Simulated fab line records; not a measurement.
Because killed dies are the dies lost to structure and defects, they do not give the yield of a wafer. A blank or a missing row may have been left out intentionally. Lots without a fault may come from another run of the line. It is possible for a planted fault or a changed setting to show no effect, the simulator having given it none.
Problem report, 8D (eight disciplines) form, completed by code    flow sky130    the parts of the form that need people (team, actions taken, sign-off) are left out

## 1. THE PROBLEM
VIA2_W_RS at SKY_VIA2_RS_MEAS_22 reads a mean of 0.197 ohm/sq on 2 wafers of 1 lot; wafers without a fault read 0.271 ohm/sq with a standard deviation of 0.0053. Measured from the usual mean, that is -14 standard deviations.
The step: measures by four-point-probe.
The first sign was on wafer L872.1 at day 41 03:50, on filmMetro-01. At this step, 30 wafers from 10 lots have a number in the record. Rule for "out", or "out of limits": more than 4 standard deviations from the usual mean. The other wafers with a number count as sound.

## 2. WHAT IT IS; WHAT IT IS NOT
question                     is                 is not
which readings at this step  VIA2_W_RS          -
which lots                   L872               L857, L858, L859, L860, L861, L866, L874, L876, L877
which wafers of those lots   L872.1, L872.5     L872.6
read on which gauges         filmMetro-01       filmMetro-02, filmMetro-04
when                         from day 41 03:50  up to then (19 sound wafers); but 9 sound wafers of L874, L876, L877 came after

## 3. THE SUSPECTS, EACH WITH WHAT RULES IT OUT
Counting: a tool at a process step up to the reading stays a suspect if it ran every lot that is out. Sound lots after the first of them don't rule it out here, since some wafers of a struck lot are sound.
- the gauge at SKY_VIA2_RS_MEAS_22 has been ruled out. All the wafers that are out were read on filmMetro-01, but those of them that SKY_VIA2_CMP_24 has rows for are out there too, on other tools.
- plasmaAsher-02 at SKY_METAL2_STRIP_20 (strips in O2/N2): kept. It processed L872, the lot that is out, at day 40 02:06, and its most recent sound lot before then was L866 at day 38 19:16.
- cvdW-01 at SKY_VIA2_CVD_21 (deposits W, target thk 420 nm, time 126.4 s): kept. It processed L872, the lot that is out, at day 41 03:42, and its most recent sound lot before then was L861 at day 37 14:57.
- The sound lot-mates ran in chamber 0 of cvdW-01 at SKY_VIA2_CVD_21, but the wafers that are out ran in chamber 1.
What counting leaves: plasmaAsher-02 at SKY_METAL2_STRIP_20 and cvdW-01 at SKY_VIA2_CVD_21.

## 4. THE CAUSE (what the simulator had put in)
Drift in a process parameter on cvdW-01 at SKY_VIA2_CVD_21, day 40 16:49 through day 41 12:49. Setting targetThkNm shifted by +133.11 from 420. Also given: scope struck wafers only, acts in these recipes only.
Of the 2 suspects that counting leaves, this tool is one.

## 5. THE EFFECT CHAIN, in route order
Each row: a reading whose mean over the struck wafers that have a number lies more than 3 standard deviations from the usual. Only readings for which the record gives a usual standard deviation are gone through. hours: the time from each lot's start at the first step in this table that gives one to its start at this step, as a median over the lots. sigmas: the change in usual standard deviations.
hours  step                 reading          usual         on struck wafers  change  sigmas
0      SKY_VIA2_RS_MEAS_22  VIA2_W_RS        0.271 ohm/sq  0.197             -0.074  -14
0      SKY_VIA2_CMP_24      timeToEndpointS  100 s         137               +37     +6.7
Its process steps:
- SKY_VIA2_CMP_24: polishes, stops on SiO2, t overpolish 20 s, target thk 0 nm.
Readings that are blank on the struck wafers while sound wafers have them: VIA2_W_THK at SKY_VIA2_THK_MEAS_23.

## 6. HOW IT WOULD HAVE BEEN CAUGHT EARLIER
11 hours passed between the start of the fault at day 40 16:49 and the first reading out of limits at a measuring or inspecting step in this record, taken at day 41 03:50.
No tool reading at SKY_VIA2_CVD_21 that has a usual standard deviation in the record was out on any struck wafer, so an alarm limit of 4 standard deviations on those readings would not have fired.
The start of SKY_VIA2_CVD_21 on cvdW-01 came by day 41 03:50 for every one of the lots that are out (1). A hold on the tool at that time would have spared none of them.
